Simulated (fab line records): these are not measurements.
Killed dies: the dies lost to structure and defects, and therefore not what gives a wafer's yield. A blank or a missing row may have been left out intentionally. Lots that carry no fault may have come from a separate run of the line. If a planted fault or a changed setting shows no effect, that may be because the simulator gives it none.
fab line records	flow sky130
record lots=5	wafers=15	last_day=45
route steps=708 shown POLY_GATE@236 LDD_N@237 PAD_OPEN@708
lots that met no fault: from a run of the same line without faults
start_h: hours from the record's opening day to when the first of the lot's shown wafers began	wait_h: time in hours since the lot's previous step	" unchanged from the row above	L1.1+2: a single row standing in for several wafers	- either no value or no given start	* or withheld: withheld	< > ~ a bound
route shown NAME@n: names a module that has steps shown in the file, with the first one's number in the route	usual: mean/standard deviation taken from wafers without a fault	same: alike in all rows	chamber/n: place in a boat	sites: each site's reading	_std_site: how widely they spread, as a standard deviation	_edge_site: inner sites' mean taken away from outer sites' mean	radius_mm: how far each site lies from the wafer's centre	mask NAME#n: copy n	behind: the most recent tool/chamber to have shaped the wafer	hold: why the lot was held/for how many hours/how that ended	device: transistor that didn't switch, given as n, p or np	end of line: the tests these same wafers got at the end of their route	for a step that has no rows: nothing shown but its recipe	killed: the dies lost at the first sort to structure and to defects; this is not the yield of the wafer	map: a wafer's dies, x killed, . not, _ none there
set.NAME: the setting the step ran with; set.NAME@STEP: the setting that earlier step ran with	model.NAME: the simulator's own value behind a step, which no gauge read
lots at some steps of the route; a table a step, a row a wafer
services: the hour from which a tool's chamber was out of use, counted from the record's first day as start_h (under 0 if before that day), plus the number of hours and why
## steps
# step SKY_POLY_GATE_CD_MEAS_22
# usual cd_nm=150.1/2
lot.wafer	tool	chamber	start_h	wait_h	cd_nm
L394.1	cd_sem-02	-	359.70	0.1	147.8
L394.2	"	-	"	"	151.6
L394.3	"	-	"	"	150.1
L395.1	cd_sem-02	-	367.66	0.1	147.4
L395.2	"	-	"	"	152.8
L395.6	"	-	"	"	148.3
L396.1	cd_sem-02	-	382.82	0.1	152.5
L396.2	"	-	"	"	151.6
L396.4	"	-	"	"	149.6
L397.1	cd_sem-01	-	391.23	0.1	148.5
L397.2	"	-	"	"	149.9
L397.5	"	-	"	"	151.8
L398.1	cd_sem-01	-	401.43	0.1	151.6
L398.3	"	-	"	"	153.4
L398.5	"	-	"	"	150.7
# step SKY_LDD_N_DEHYDRATE_00
# recipe temp_c=200	time_s=60
# step SKY_LDD_N_HMDS_01
# recipe prime_time_s=60	prime_temp_c=120
# step SKY_LDD_N_COAT_02
# recipe resist=NOVOLAK	spin_rpm=3000	resist_thk_nm=300
# step SKY_LDD_N_SOFTBAKE_03
# recipe temp_c=90	time_s=60	resist=NOVOLAK
# step SKY_LDD_N_EXPOSE_04
# recipe mask_id=NTM	target_cd_nm=840	na=0.6	source_shape=conventional	sigma_outer=0.6	dose_mj=110
# step SKY_LDD_N_PEB_05
# recipe temp_c=withheld	time_s=*	resist=NOVOLAK
# step SKY_LDD_N_DEVELOP_06
# recipe develop_time_s=60	dev_temp_c=23
# step SKY_LDD_N_OVL_MEAS_07
# usual LDD_N_OVL=-0.5/1.4
lot.wafer	tool	chamber	start_h	wait_h	LDD_N_OVL[nm]
L394.1	overlay-01	-	387.75	0.1	2.6
L394.2	"	-	"	"	2.5
L394.3	"	-	"	"	2.5
L395.1	overlay-02	-	396.12	0.1	-0.7
L395.2	"	-	"	"	-1.0
L395.6	"	-	"	"	-1.0
L396.1	overlay-02	-	411.76	0.1	-2.1
L396.2	"	-	"	"	-0.4
L396.4	"	-	"	"	0.5
L397.1	overlay-01	-	420.06	0.1	2.5
L397.2	"	-	"	"	1.6
L397.5	"	-	"	"	-0.8
L398.1	overlay-02	-	429.92	0.1	-1.2
L398.3	"	-	"	"	-1.0
L398.5	"	-	"	"	-0.7
# step SKY_LDD_N_IMPLANT_08
# recipe species=As	energy_kev=20	dose_cm2=7.5e+13	tilt_deg=withheld	rotation_deg=23
# step SKY_LDD_N_IMPLANT_09
# recipe species=As	energy_kev=20	dose_cm2=7.5e+13	tilt_deg=withheld	rotation_deg=113
# step SKY_LDD_N_IMPLANT_10
# recipe species=As	energy_kev=20	dose_cm2=7.5e+13	tilt_deg=withheld	rotation_deg=203
# step SKY_LDD_N_IMPLANT_11
# recipe species=As	energy_kev=20	dose_cm2=7.5e+13	tilt_deg=withheld	rotation_deg=293
# usual implant_ion_amu=75/0
lot.wafer	tool	chamber	start_h	wait_h	implant_ion_amu	model.implant.rp_nm	model.implant.drp_nm
L394.1	implanter-03	0	388.24	0.1	75	15.3	7.212
L394.2	"	0	"	"	75	15.3	7.212
L394.3	"	0	"	"	75	15.3	7.212
L395.1	implanter-03	0	396.61	0.1	75	15.99	7.212
L395.2	"	0	"	"	75	15.99	7.212
L395.6	"	0	"	"	75	15.99	7.212
L396.1	implanter-01	0	412.25	0.1	31	27.34	12.97
L396.2	"	0	"	"	31	27.34	12.97
L396.4	"	0	"	"	31	27.34	12.97
L397.1	implanter-04	0	420.55	0.1	31	27.13	12.97
L397.2	"	0	"	"	31	27.13	12.97
L397.5	"	0	"	"	31	27.13	12.97
L398.1	implanter-03	0	430.41	0.1	31	28.43	12.97
L398.3	"	0	"	"	31	28.43	12.97
L398.5	"	0	"	"	31	28.43	12.97
# step SKY_LDD_N_IMPLANT_12
# recipe species=BF2	energy_kev=50	dose_cm2=5e+12	tilt_deg=30	rotation_deg=0
# step SKY_LDD_N_IMPLANT_13
# recipe species=BF2	energy_kev=50	dose_cm2=5e+12	tilt_deg=30	rotation_deg=90
# step SKY_LDD_N_IMPLANT_14
# recipe species=BF2	energy_kev=50	dose_cm2=5e+12	tilt_deg=30	rotation_deg=180
# step SKY_LDD_N_IMPLANT_15
# recipe species=BF2	energy_kev=50	dose_cm2=5e+12	tilt_deg=30	rotation_deg=270
# step SKY_LDD_N_STRIP_16
# recipe chemistry=O2/N2	power_w=1400	pressure_mtorr=1500	platen_temp_c=withheld	o2_flow_sccm=3000	n2_flow_sccm=300	overash_fraction=0.5
# usual drypump_motor_current_A=6.1/0.48	oes_product_au=0.406/0.0047	strip_time_to_endpoint_s=4.309/0.014
lot.wafer	tool	chamber	start_h	wait_h	drypump_motor_current_A	oes_product_au	rf_hours_counter_h	strip_time_to_endpoint_s
L394.1	plasma_asher-01	0	388.99	0.1	6.0	0.404	57	4.302
L394.2	"	1	"	"	5.7	0.406	57	4.298
L394.3	"	0	"	"	6.0	0.412	-	4.285
L395.1	plasma_asher-04	0	397.36	0.1	6.1	0.411	70	4.281
L395.2	"	1	"	"	5.4	0.400	70	4.276
L395.6	"	0	"	"	6.1	0.412	-	4.310
L396.1	plasma_asher-04	0	413.00	0.1	6.1	0.406	72	4.216
L396.2	"	1	"	"	5.4	0.410	72	4.224
L396.4	"	1	"	"	5.4	0.405	-	4.223
L397.1	plasma_asher-01	0	421.30	0.1	6.0	0.415	59	4.243
L397.2	"	1	"	"	5.7	0.402	59	4.212
L397.5	"	0	"	"	6.0	0.406	-	4.217
L398.1	plasma_asher-03	0	431.16	0.1	6.7	0.402	30	4.199
L398.3	"	0	"	"	6.7	0.409	-	4.228
L398.5	"	0	"	"	6.7	0.400	-	4.208
# step SKY_LDD_N_TW_MEAS_17
# usual LDD_N_TW=2570/21
lot.wafer	tool	chamber	start_h	wait_h	LDD_N_TW
L394.1	film_metro-01	-	389.09	0.1	2563
L394.2	"	-	"	"	2586
L394.3	"	-	"	"	2584
L395.1	film_metro-01	-	397.46	0.1	2570
L395.2	"	-	"	"	2561
L395.6	"	-	"	"	2567
L396.1	film_metro-01	-	413.10	0.1	2520
L396.2	"	-	"	"	2526
L396.4	"	-	"	"	2532
L397.1	film_metro-04	-	421.40	0.1	2561
L397.2	"	-	"	"	2559
L397.5	"	-	"	"	2568
L398.1	film_metro-02	-	431.26	0.1	2503
L398.3	"	-	"	"	2499
L398.5	"	-	"	"	2488
# step SKY_PAD_OPEN_PROBE_99
# usual killed_at_M0_to_M3=44/7.2	killed_at_M4_up=3.1/1.8	killed_at_contacts=24/4.5	killed_at_front_end=16/4.4	killed_at_other=0.2/0.42	killed_dies=87/8.9	killed_open=48/6.4	killed_short=39/6.2
# same gross_dies=492	killed_at_back_side=0
lot.wafer	tool	chamber	start_h	wait_h	killed_at_M0_to_M3	killed_at_M4_up	killed_at_contacts	killed_at_front_end	killed_at_other	killed_dies	killed_open	killed_short	model.etest.nfet_01v8_lvt.drive_ua_um	model.etest.tip_n.rs_ohm_sq	model.etest.nfet_01v8_swapped.drive_ua_um	model.etest.nfet_01v8.drive_ua_um	model.etest.sram_nfet_pass.drive_ua_um	model.etest.nfet_01v8_turned.drive_ua_um	model.etest.nfet_01v8.r_on_ohm_um	model.etest.res_ndiff.rs_ohm_sq
L394.1	prober-01	-	1053.83	0.1	51	3	26	23	0	103	66	37	550.8	441.9	489.9	481.1	465.4	488	851.1	120
L394.2	prober-01	-	1053.88	0.1	49	1	19	14	0	83	43	40	551.4	443.4	484.7	482.7	477.9	482.5	863.5	120.9
L394.3	prober-01	-	1053.93	0.2	39	2	30	14	0	85	52	33	558	443.2	482.9	487.6	476.5	487.6	845.5	121.2
L395.1	prober-02	-	1064.12	0.1	50	4	29	8	0	91	50	41	586.5	441.2	515.2	518.6	498.8	510.2	820.1	117.9
L395.2	prober-02	-	1064.17	0.1	52	7	14	15	0	88	42	46	581.4	436.6	509	506.6	502.9	507.8	842.4	117.9
L395.6	prober-02	-	1064.37	0.2	45	3	27	18	0	93	56	37	579.1	436.5	507.2	505.2	478.3	503.3	831.7	118.6
L396.1	prober-01	-	1072.98	0.1	35	5	21	16	0	77	37	40	639.2	385.4	553.2	561.4	544	546.1	796.4	116
L396.2	prober-01	-	1073.03	0.1	57	5	28	16	0	106	58	48	620.4	386.2	541.3	539	529.7	533.1	811.4	116.3
L396.4	prober-01	-	1073.13	0.2	45	1	20	12	0	78	43	35	641	386.2	559.3	558.9	527.4	546.5	798	116.2
L397.1	prober-02	-	1076.07	0.1	45	5	32	14	1	97	47	50	647.9	389.3	560.8	556.7	553.1	553.7	793.3	120
L397.2	prober-02	-	1076.12	0.1	35	2	23	18	0	78	46	32	629.1	389	550.6	544.8	541.3	537	798.4	119.5
L397.5	prober-02	-	1076.27	0.2	57	0	26	18	0	101	61	40	640.8	389.4	559.6	557.3	561.4	546.5	791.4	120.4
L398.1	prober-01	-	1084.17	0.1	55	3	30	13	0	101	56	45	636.4	388.9	555.2	549	545	543.6	801	119.3
L398.3	prober-01	-	1084.27	0.2	46	3	23	10	0	82	48	34	627.3	389.7	548.8	546.2	550.3	538	805.1	118.4
L398.5	prober-01	-	1084.37	0.2	27	5	29	14	0	75	35	40	633.2	389.5	555.4	551.7	541.9	538	800.4	119
# killed by level:class
L394.1 VIA1:geometric_particle:open=15 CONTACT:geometric_particle:open=14 VIA3:geometric_particle:open=7 LI_CONTACT:geometric_particle:open=7 VIA1:geometric_particle:short=7 FIELD_ISO:geometric_particle:open=5 POLY_GATE:geometric_particle:open=5 POLY_GATE:geometric_particle:short=5
L394.2 VIA1:geometric_particle:open=12 VIA3:geometric_particle:open=9 LI_CONTACT:geometric_particle:open=6 CONTACT:geometric_particle:open=6 METAL1:geometric_particle:short=6 METAL2:geometric_particle:short=5 VIA3:geometric_particle:short=5 POLY_GATE:geometric_particle:open=4
L394.3 CONTACT:geometric_particle:open=12 VIA1:geometric_particle:open=11 LI_CONTACT:geometric_particle:open=8 VIA3:geometric_particle:open=6 VIA1:geometric_particle:short=6 LI_CONTACT:geometric_particle:short=5 VIA2:geometric_particle:open=4 FIELD_ISO:geometric_particle:open=3
L395.1 CONTACT:geometric_particle:open=13 VIA1:geometric_particle:open=11 VIA1:geometric_particle:short=8 VIA3:geometric_particle:open=7 METAL1:geometric_particle:short=6 LI_CONTACT:geometric_particle:open=4 LOCAL_INTERCONNECT:geometric_particle:short=4 CONTACT:geometric_particle:short=4
L395.2 VIA1:geometric_particle:open=12 METAL2:geometric_particle:short=10 METAL1:geometric_particle:short=7 VIA3:geometric_particle:open=7 METAL4:geometric_particle:short=6 POLY_GATE:geometric_particle:open=5 VIA2:geometric_particle:short=4 METAL3:geometric_particle:short=4
L395.6 CONTACT:geometric_particle:open=12 VIA1:geometric_particle:open=10 VIA2:geometric_particle:open=8 LI_CONTACT:geometric_particle:open=7 VIA1:geometric_particle:short=7 FIELD_ISO:geometric_particle:open=6 VIA3:geometric_particle:open=5 POLY_GATE:geometric_particle:open=4
L396.1 VIA1:geometric_particle:open=7 LI_CONTACT:geometric_particle:open=6 VIA1:geometric_particle:short=5 CONTACT:geometric_particle:open=5 METAL2:geometric_particle:short=5 FIELD_ISO:geometric_particle:open=4 POLY_GATE:geometric_particle:short=4 LI_CONTACT:geometric_particle:short=4
L396.2 VIA1:geometric_particle:open=15 VIA1:geometric_particle:short=11 CONTACT:geometric_particle:open=10 LI_CONTACT:geometric_particle:open=7 POLY_GATE:geometric_particle:short=6 LI_CONTACT:geometric_particle:short=5 VIA3:geometric_particle:open=5 POLY_GATE:geometric_particle:open=4
L396.4 VIA1:geometric_particle:open=10 CONTACT:geometric_particle:open=9 METAL2:geometric_particle:short=7 METAL3:geometric_particle:short=5 LI_CONTACT:geometric_particle:open=4 METAL1:geometric_particle:short=4 VIA2:geometric_particle:open=4 POLY_GATE:geometric_particle:open=3
L397.1 CONTACT:geometric_particle:open=12 VIA3:geometric_particle:open=9 VIA1:geometric_particle:open=9 METAL2:geometric_particle:short=7 VIA1:geometric_particle:short=7 LI_CONTACT:geometric_particle:open=6 CONTACT:geometric_particle:short=6 POLY_GATE:geometric_particle:short=5
L397.2 VIA1:geometric_particle:open=9 LI_CONTACT:geometric_particle:open=8 VIA2:geometric_particle:open=7 CONTACT:geometric_particle:open=6 METAL1:geometric_particle:short=5 LOCAL_INTERCONNECT:geometric_particle:short=5 FIELD_ISO:geometric_particle:open=4 FIELD_ISO:geometric_particle:short=3
L397.5 VIA1:geometric_particle:open=18 VIA3:geometric_particle:open=8 CONTACT:geometric_particle:open=8 LI_CONTACT:geometric_particle:open=7 VIA1:geometric_particle:short=6 POLY_GATE:geometric_particle:open=6 VIA2:geometric_particle:short=6 FIELD_ISO:geometric_particle:open=5
L398.1 VIA1:geometric_particle:open=17 CONTACT:geometric_particle:open=12 VIA1:geometric_particle:short=10 METAL1:geometric_particle:short=5 LI_CONTACT:geometric_particle:short=5 LI_CONTACT:geometric_particle:open=5 VIA2:geometric_particle:open=5 FIELD_ISO:geometric_particle:open=4
L398.3 VIA1:geometric_particle:open=10 CONTACT:geometric_particle:open=9 VIA3:geometric_particle:open=7 CONTACT:geometric_particle:short=6 METAL1:geometric_particle:short=6 VIA1:geometric_particle:short=6 VIA2:geometric_particle:open=5 LI_CONTACT:geometric_particle:open=4
L398.5 CONTACT:geometric_particle:open=13 LI_CONTACT:geometric_particle:open=7 METAL3:geometric_particle:short=5 POLY_GATE:geometric_particle:short=5 METAL4:geometric_particle:short=5 FIELD_ISO:geometric_particle:short=4 LI_CONTACT:geometric_particle:short=4 VIA1:geometric_particle:open=4
## services
tool	chamber	start_h	hours	kind
implanter-01	-	364.40	2.9	pm
implanter-04	-	387.75	2.7	repair
implanter-04	-	400.65	1.7	repair
implanter-04	-	416.44	3.4	pm
plasma_asher-01	-	417.94	3.0	repair
implanter-03	-	427.16	1.8	repair
## key
first_sign step=SKY_LDD_N_IMPLANT_11	reading=implant_ion_amu	direction=down	sigmas=99+	usual=75	struck=31
effect step=SKY_LDD_N_STRIP_16	reading=strip_time_to_endpoint_s	direction=down	sigmas=6.4	usual=*	struck=*
effect step=SKY_LDD_N_TW_MEAS_17	reading=LDD_N_TW	direction=down	sigmas=2	usual=2570	struck=2529
model_effect step=SKY_LDD_N_IMPLANT_11	value=implant.rp_nm	without=15.7	struck=27.63
model_effect step=SKY_PAD_OPEN_PROBE_99	value=etest.nfet_01v8_lvt.drive_ua_um	without=576.9	struck=635
met_at SKY_LDD_N_IMPLANT_11
struck_wafers L396.1,L396.2,L396.4,L397.1,L397.2,L397.5,L398.1,L398.3,L398.5
tester_left_out L396,L397,L398
onset_between 396.61 412.25
fault kind=wrong_recipe_download	tool=implanter-01,implanter-03,implanter-04	chamber=-	onset_h=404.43	steps=SKY_LDD_N_IMPLANT_11	wrong_recipe.not_listed=1
# tester_left_out: of these lots the tester's yield and bins aren't shown, on N5 and GAA mostly nor the transistor test; their killed dies are dies lost to structure and defects alone, not to doping, threshold or leakage, so they don't give the yield
